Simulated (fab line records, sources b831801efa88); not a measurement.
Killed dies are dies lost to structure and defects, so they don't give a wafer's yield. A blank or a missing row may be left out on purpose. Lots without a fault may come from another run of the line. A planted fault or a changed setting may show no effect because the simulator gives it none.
Chamber matching | flow gf180mcu | GF_V2_CMP_26 on cmp-01: 4 sister chambers
The step polishes, stops on SiO2, t overpolish 15 s, target thk 0 nm. 8 wafers are shown with their chamber, then 9 later ones without.

WAFERS WITH THEIR CHAMBER
wafer  | chamber | motor_current_A (A) | overpolish_run_s (s)
L331.4 | 3       | 12.5                | 14.992
L331.5 | 2       | 10.6                | 14.991
L332.3 | 2       | 10.7                | 14.997
L332.5 | 3       | 12.7                | 15.003
L332.6 | 0       | 12.1                | 14.996
L333.1 | 1       | 9.9                 | 15.000
L333.3 | 0       | 12.3                | 15.017
L333.5 | 1       | 10.2                | 15.001

WAFERS WITHOUT THEIR CHAMBER
wafer  | motor_current_A (A) | overpolish_run_s (s)
L335.3 | 10.2                | 14.994
L335.4 | 10.7                | 14.993
L335.6 | 12.4                | 15.009
L342.2 | 10.8                | 15.001
L342.3 | 13.1                | 15.005
L342.5 | 10.4                | 15.005
L343.2 | 10.8                | 15.012
L343.3 | 12.9                | 14.986
L343.6 | 13.1                | 15.017

WHICH CHAMBER EACH WENT THROUGH
wafer  | from the rows above     | in truth
L335.3 | can't be placed: 1 or 2 | 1
L335.4 | 2                       | 2
L335.6 | can't be placed: 0 or 3 | 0
L342.2 | 2                       | 2
L342.3 | 3                       | 3
L342.5 | can't be placed: 2 or 1 | 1
L343.2 | 2                       | 2
L343.3 | 3                       | 3
L343.6 | 3                       | 3
Placed correctly: 6 of 9. Can't be placed from these rows: 3 (the true chamber is among the candidates in 3). Placed wrongly: 0.
How it was worked out, from the rows above alone: a wafer's distance from a chamber is the root of the sum, over the readings, of the square of ((its reading less the chamber's mean) divided by the reading's scatter). The wafer belongs to the nearest chamber; if the next one is less than 2 further off, it can't be placed. A chamber's mean is the mean of its shown wafers. The scatter: the root of (the sum of the squares of (reading less its chamber's mean) over the shown wafers, divided by (wafers less chambers)).
